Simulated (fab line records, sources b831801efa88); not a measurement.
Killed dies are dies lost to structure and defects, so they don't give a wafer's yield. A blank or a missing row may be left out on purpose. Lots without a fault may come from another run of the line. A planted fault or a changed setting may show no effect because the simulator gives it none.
fab line records | flow sfq_line
record lots=6 wafers=18 last_day=81
route steps=325 shown M6@262 I6@266
lots that met no fault: from a run of the same line without faults
start_h: hours from the record's first day to the start of the lot's first wafer shown | wait_h: hours since the lot's step before | " the same as in the row above | L1.1+2: a row that stands for several wafers | - no value, or no start given | * or withheld: withheld | < > ~ a bound
route shown NAME@n: a module of which the file shows steps, and the number in the route of the first | usual: mean/standard deviation of fault-free wafers | same: alike in all rows | chamber/n: place in a boat | sites: the reading at each site | _std_site: their standard deviation | _edge_site: outer sites' mean less inner sites' | radius_mm: how far each site lies from the wafer's centre | mask NAME#n: copy n | behind: the tool/chamber that last shaped the wafer | hold: why the lot was held/for how many hours/how that ended | device: the transistor (n, p or np) that didn't switch | end of line: the same wafers' tests at the end of the route | a step without rows: its recipe alone | killed: dies lost to structure and defects at the first sort, not the wafer's yield | map: a wafer's dies, x killed, . not, _ none there
set.NAME: the setting as run; set.NAME@STEP: as run at that earlier step | model.NAME: the simulator's own value behind a step, which no gauge read
lots at some steps of the route; a table a step, a row a wafer
services: from which hour (start_h, from the record's first day; less than 0 if before it) a tool's chamber was out of use, for how many hours, and why
## steps
# step SFQ_TRILAYER_M6_BARC_OPEN_METAL_ETCH_206
# recipe mask_material=PR chemistry=O2 target_depth_nm=125 target=BARC icp_w=600 bias_w=80 pressure_mtorr=10 time_s=41.7
# step SFQ_TRILAYER_M6_ETCH_METAL_ETCH_162
# recipe target=Nb stop_on=SiO2 mask_material=PR chemistry=Cl2/Ar target_depth_nm=240 icp_w=600 bias_w=80 pressure_mtorr=10 time_s=120
# step SFQ_TRILAYER_M6_STRIP_STRIP_163
# recipe gas=O2 power_w=200 platen_temp_c=40 overash_fraction=0.65 chemistry=O2 pressure_mtorr=50
# usual drypump_motor_current_A=5.9/0.4 oes_product_au=1.006/0.0097
# columns lot.wafer tool chamber start_h wait_h drypump_motor_current_A oes_product_au rf_hours_counter_h
L480.2 rie_metal-04 0 1368.92 0.1 6.3 1.017 115
L480.3 " 0 " " 6.3 1.019 -
L480.4 " 1 " " 5.7 0.990 -
L486.2 rie_metal-02 0 1395.51 0.1 6.5 1.015 8
L486.4 " 1 " " 5.2 1.015 -
L486.6 " 0 " " 6.5 1.032 -
L493.1 rie_metal-04 1 1726.43 0.1 5.7 1.000 117
L493.3 " 0 " " 6.3 1.003 -
L493.4 " 1 " " 5.7 1.003 -
L496.1 rie_metal-04 0 1730.01 0.1 6.3 1.000 24
L496.4 " 0 " " 6.3 1.013 -
L496.6 " 0 " " 6.3 1.006 -
L498.4 rie_metal-02 1 1733.81 0.2 5.2 1.007 -
L498.5 " 1 " " 5.2 0.996 -
L498.6 " 0 " " 6.5 1.015 -
L500.1 rie_metal-04 0 1736.01 0.1 6.3 1.002 25
L500.3 " 1 " " 5.7 0.995 -
L500.6 " 0 " " 6.3 1.006 -
# step SFQ_TRILAYER_M6_STRIP_SOLV_CLEAN_164
# recipe chemistry=NMP temp_c=70 time_s=600
# step SFQ_TRILAYER_I6_DEP_PECVD_165
# recipe material=SiO2 temp_c=150 time_s=111.11 pressure_torr=2.4 rf_w=183.3 precursor=SiH4/N2O target_thk_nm=500
# usual heater_power_w=84/8.3 throttle_valve_pct=24.5/1.2
# columns lot.wafer tool chamber start_h wait_h heater_power_w throttle_valve_pct
L480.2 pecvd-01 2 1369.70 0.0 93 27.1
L480.3 " 1 " " 88 25.5
L480.4 " 2 " " 75 26.8
L486.2 pecvd-03 2 1396.28 0.0 83 23.7
L486.4 " 0 " " 92 25.2
L486.6 " 2 " " 89 23.7
L493.1 pecvd-04 0 1727.23 0.0 105 23.6
L493.3 " 2 " " 81 23.1
L493.4 " 2 " " 86 23.2
L496.1 pecvd-04 0 1730.79 0.0 101 23.7
L496.4 " 0 " " 103 23.5
L496.6 " 1 " " 78 24.8
L498.4 pecvd-03 1 1734.43 0.0 78 23.5
L498.5 " 2 " " 76 23.8
L498.6 " 0 " " 85 25.6
L500.1 pecvd-04 0 1736.81 0.0 104 23.8
L500.3 " 1 " " 81 24.9
L500.6 " 2 " " 90 23.4
# step SFQ_TRILAYER_I6_CMP_CMP_166
# recipe material=SiO2 down_force_psi=3 platen_rpm=60 pad_velocity_m_s=0.94248
# usual motor_current_A=10.2/0.93 time_to_endpoint_s=215/7.8
# columns lot.wafer tool chamber start_h wait_h motor_current_A time_to_endpoint_s
L480.4 cmp-02 0 1378.54 8.8 11.4 211
L480.3 " 1 " " 9.0 219
L480.2 " 2 " " 10.0 219
L486.4 cmp-02 1 1423.89 27.5 9.0 221
L486.2 " 3 1424.89 28.6 10.9 203
L486.6 " 2 1426.39 30.0 9.6 223
L493.3 cmp-01 3 1735.57 8.3 11.0 208
L493.1 " 0 " " 11.2 210
L493.4 " 1 " " 11.5 216
L496.4 cmp-02 2 1740.08 9.2 9.5 213
L496.1 " 1 1741.58 10.8 9.2 215
L496.6 " 2 " " 9.7 221
L498.4 cmp-02 1 1746.24 11.8 8.1 234
L498.5 " 1 1748.24 13.8 8.5 217
L498.6 " 2 " " 9.6 222
L500.3 cmp-01 3 1750.07 13.2 11.0 219
L500.1 " 2 1751.57 14.7 9.9 208
L500.6 " 3 " " 11.0 223
# step SFQ_I6_BOW_MEAS_941
# recipe mode=bow
# usual I6_BOW=5/12
# columns lot.wafer tool chamber start_h wait_h I6_BOW[um]
L480.2 film_metro-01 - 1381.56 1.5 3
L480.3 " - " " 3
L480.4 " - " " 8
L486.2 film_metro-03 - 1426.91 1.5 5
L486.4 " - " " -11
L486.6 " - " " 1
L493.1 film_metro-01 - 1738.07 1.5 12
L493.3 " - " " 6
L493.4 " - " " 5
L496.1 film_metro-03 - 1743.08 1.0 2
L496.4 " - " " 1
L496.6 " - " " -2
L498.4 film_metro-01 - 1749.30 2.6 -3
L498.5 " - " " 0
L498.6 " - " " -6
L500.1 film_metro-01 - 1753.07 1.0 -11
L500.3 " - " " -2
L500.6 " - " " -4
# step SFQ_TRILAYER_I6_METRO_MEASURE_167
# usual thk_nm=200.1/1.1
# columns lot.wafer tool chamber start_h wait_h thk_nm
L480.2 film_metro-01 - 1381.86 0.3 198.8
L480.3 " - " " 200.2
L480.4 " - " " 198.6
L486.2 film_metro-03 - 1427.21 0.3 200.4
L486.4 " - " " 201.9
L486.6 " - " " 201.8
L493.1 film_metro-01 - 1738.19 0.1 200.7
L493.3 " - " " 200.2
L493.4 " - " " 199.7
L496.1 film_metro-03 - 1743.20 0.1 200.6
L496.4 " - " " 200.3
L496.6 " - " " 201.8
L498.4 film_metro-01 - 1749.96 0.6 200.0
L498.5 " - " " 202.1
L498.6 " - " " 200.1
L500.1 film_metro-01 - 1753.19 0.1 199.0
L500.3 " - " " 201.6
L500.6 " - " " 201.1
# step SFQ_TRILAYER_I6_VIA_LITHO_COAT_174
# recipe resist=BARC spin_rpm=3000 resist_thk_nm=62
# step SFQ_TRILAYER_I6_VIA_LITHO_COAT_169
# recipe resist=KrF spin_rpm=3000 resist_thk_nm=650
# step SFQ_TRILAYER_I6_VIA_LITHO_SOFTBAKE_173
# recipe temp_c=withheld time_s=withheld resist=KrF
# step SFQ_TRILAYER_I6_VIA_LITHO_EXPOSE_170
# recipe mask_id=I6 na=0.6 source_shape=conventional sigma_outer=0.65 target_cd_nm=700 dose_mj=21.3
# step SFQ_TRILAYER_I6_VIA_LITHO_PEB_172
# recipe peb_temp_c=115 peb_time_s=60 resist=KrF
# columns lot.wafer tool chamber start_h wait_h
L480.2+3+4 litho_track-01 0 1392.61 0.8
L486.2+4+6 litho_track-04 0 1521.34 0.8
L493.1+3+4 litho_track-04 0 1741.68 1.0
L496.1+4+6 litho_track-04 0 1750.45 1.0
L498.4+5+6 litho_track-01 0 1758.48 0.5
L500.1+3+6 litho_track-01 0 1763.20 1.0
# step SFQ_TRILAYER_I6_VIA_LITHO_DEVELOP_171
# recipe time_s=60 resist=KrF
# step SFQ_I6_OVL_MEAS_942
# usual I6_OVL=2/6.1
# columns lot.wafer tool chamber start_h wait_h I6_OVL[nm]
L480.2 overlay-01 - 1392.89 0.1 10
L480.3 " - " " 5
L480.4 " - " " 13
L486.2 overlay-02 - 1521.62 0.1 8
L486.4 " - " " 7
L486.6 " - " " 7
L493.1 overlay-02 - 1741.98 0.1 -1
L493.3 " - " " -1
L493.4 " - " " 3
L496.1 overlay-02 - 1750.75 0.1 -1
L496.4 " - " " -2
L496.6 " - " " -3
L498.4 overlay-02 - 1758.72 0.1 5
L498.5 " - " " 5
L498.6 " - " " 3
L500.1 overlay-01 - 1763.50 0.1 1
L500.3 " - " " -10
L500.6 " - " " -6
# step SFQ_TRILAYER_I6_VIA_BARC_OPEN_VIA_ETCH_235
# recipe mask_material=PR chemistry=O2 target_depth_nm=125 target=BARC source_w=500 bias_w=80 pressure_mtorr=30 time_s=41.7
# usual drypump_motor_current_A=5.7/0.58 oes_product_au=0.686/0.0044
# columns lot.wafer tool chamber start_h wait_h drypump_motor_current_A oes_product_au rf_hours_counter_h model.I6.cd_nm
L480.2 rie_diel-04 2 1392.92 0.0 6.1 0.685 15 698.8
L480.3 " 0 " " 6.1 0.685 4 699.9
L480.4 " 2 " " 6.1 0.686 - 699.6
L486.2 rie_diel-01 3 1521.65 0.0 4.9 0.682 13 698.2
L486.4 " 0 " " 6.6 0.686 19 699.5
L486.6 " 3 " " 4.9 0.676 - 699.5
L493.1 rie_diel-02 3 1742.01 0.0 6.2 0.685 2 709.8
L493.3 " 1 " " 5.4 0.687 19 709.9
L493.4 " 0 " " 6.4 0.676 13 710.2
L496.1 rie_diel-02 3 1750.79 0.0 6.2 0.683 2 708.5
L496.4 " 2 " " 5.4 0.688 21 709.5
L496.6 " 2 " " 5.4 0.682 - 709.7
L498.4 rie_diel-01 2 1758.74 0.0 5.2 0.689 4 698.5
L498.5 " 3 " " 4.9 0.692 - 698.5
L498.6 " 0 " " 6.6 0.692 - 700.2
L500.1 rie_diel-04 1 1763.54 0.0 5.3 0.678 20 698.7
L500.3 " 2 " " 6.1 0.690 20 699
L500.6 " 0 " " 6.1 0.686 - 699.7
# step SFQ_TRILAYER_I6_VIA_ETCH_VIA_ETCH_172
# recipe target=SiO2 stop_on=Nb mask_material=PR taper_deg=20 chemistry=CHF3 target_depth_nm=260 source_w=500 bias_w=80 pressure_mtorr=30 time_s=withheld
# usual drypump_motor_current_A=5.7/0.58 oes_product_au=0.855/0.005
# columns lot.wafer tool chamber start_h wait_h drypump_motor_current_A oes_product_au model.I6.cd_nm
L480.2 rie_diel-04 2 1392.96 0.0 6.1 0.857 697
L480.3 " 0 " " 6.1 0.855 699.8
L480.4 " 2 " " 6.1 0.847 699.1
L486.2 rie_diel-01 3 1521.69 0.0 4.9 0.859 696.9
L486.4 " 0 " " 6.5 0.861 699.1
L486.6 " 3 " " 4.9 0.855 699.4
L493.1 rie_diel-02 3 1742.05 0.0 6.3 0.861 709.7
L493.3 " 1 " " 5.4 0.851 709.3
L493.4 " 0 " " 6.4 0.851 707.6
L496.1 rie_diel-02 3 1750.83 0.0 6.2 0.856 711.4
L496.4 " 2 " " 5.4 0.865 709.7
L496.6 " 2 " " 5.4 0.859 708.5
L498.4 rie_diel-01 2 1758.78 0.0 5.1 0.850 697.3
L498.5 " 3 " " 4.9 0.857 697.7
L498.6 " 0 " " 6.6 0.853 698.5
L500.1 rie_diel-04 1 1763.58 0.0 5.4 0.849 697.1
L500.3 " 2 " " 6.1 0.860 697.6
L500.6 " 0 " " 6.1 0.859 700
# step SFQ_TRILAYER_I6_VIA_STRIP_STRIP_173
# recipe gas=O2 power_w=200 platen_temp_c=40 overash_fraction=0.65 chemistry=O2 pressure_mtorr=50
# usual drypump_motor_current_A=5.81/0.22 oes_product_au=1.006/0.008
# columns lot.wafer tool chamber start_h wait_h drypump_motor_current_A oes_product_au rf_hours_counter_h
L480.2 rie_metal-01 0 1393.07 - 5.73 1.011 64
L480.3 " 0 " " 5.77 1.021 -
L480.4 " 1 " " 5.75 1.010 -
L486.2 rie_metal-01 1 1521.80 - 5.72 0.996 112
L486.4 " 1 " " 5.73 0.986 -
L486.6 " 0 " " 5.83 1.015 -
L493.1 rie_metal-04 1 1742.17 - 5.71 0.992 119
L493.3 " 0 " " 6.34 1.021 -
L493.4 " 1 " " 5.68 0.996 -
L496.1 rie_metal-01 0 1750.94 - 5.77 1.003 122
L496.4 " 0 " " 5.73 1.001 -
L496.6 " 0 " " 5.75 1.011 -
L498.4 rie_metal-04 1 1759.49 - 5.72 1.001 -
L498.5 " 1 " " 5.73 1.006 -
L498.6 " 1 " " 5.73 1.006 -
L500.1 rie_metal-04 1 1763.69 - 5.71 1.000 124
L500.3 " 1 " " 5.70 1.006 -
L500.6 " 1 " " 5.73 1.004 -
## services
# columns tool chamber start_h hours kind
rie_diel-01 - 1345.32 0.5 repair
film_metro-01 - 1354.37 10.2 pm
cmp-02 - 1364.77 0.6 repair
rie_diel-04 1 1372.68 5.5 repair
cmp-02 - 1391.90 4.4 repair
cmp-02 - 1420.08 0.8 repair
film_metro-01 - 1435.23 1.2 pm
cmp-02 - 1436.23 1.8 repair
rie_diel-01 - 1452.18 4.3 pm
rie_diel-04 0 1459.83 4.0 repair
rie_diel-04 - 1477.23 1.1 repair
rie_diel-01 - 1490.17 0.2 repair
rie_diel-01 1 1508.06 7.3 repair
film_metro-01 - 1522.96 0.7 pm
rie_diel-01 - 1523.76 2.8 pm
cmp-02 - 1543.68 1.2 repair
cmp-02 - 1553.62 10.3 pm
cmp-02 - 1563.31 1.3 repair
rie_diel-01 - 1573.01 1.1 repair
rie_metal-04 - 1576.27 0.4 repair
film_metro-01 - 1586.25 0.3 pm
rie_diel-02 3 1586.30 6.0 repair
rie_diel-02 1 1595.10 4.3 repair
rie_metal-04 0 1758.31 10.0 repair
## key
first_sign none at tools or gauges
model_effect step=SFQ_TRILAYER_I6_VIA_BARC_OPEN_VIA_ETCH_235 value=I6.cd_nm without=696.7 struck=709.6
model_effect step=SFQ_TRILAYER_I6_VIA_ETCH_VIA_ETCH_172 value=I6.cd_nm without=696.4 struck=709.4
met_at SFQ_TRILAYER_I6_VIA_LITHO_PEB_172
struck_wafers L493.1,L493.3,L493.4,L496.1,L496.4,L496.6
onset_between 1521.34 1741.68
also_fits SFQ_TRILAYER_I6_VIA_BARC_OPEN_VIA_ETCH_235:rie_diel-02
fault kind=process_parameter_drift tool=litho_track-04 chamber=- onset_h=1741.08 steps=SFQ_TRILAYER_I6_VIA_LITHO_PEB_172 channel=peb_time_s offset=* shape=step end_h=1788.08 acts_in=* stated=*
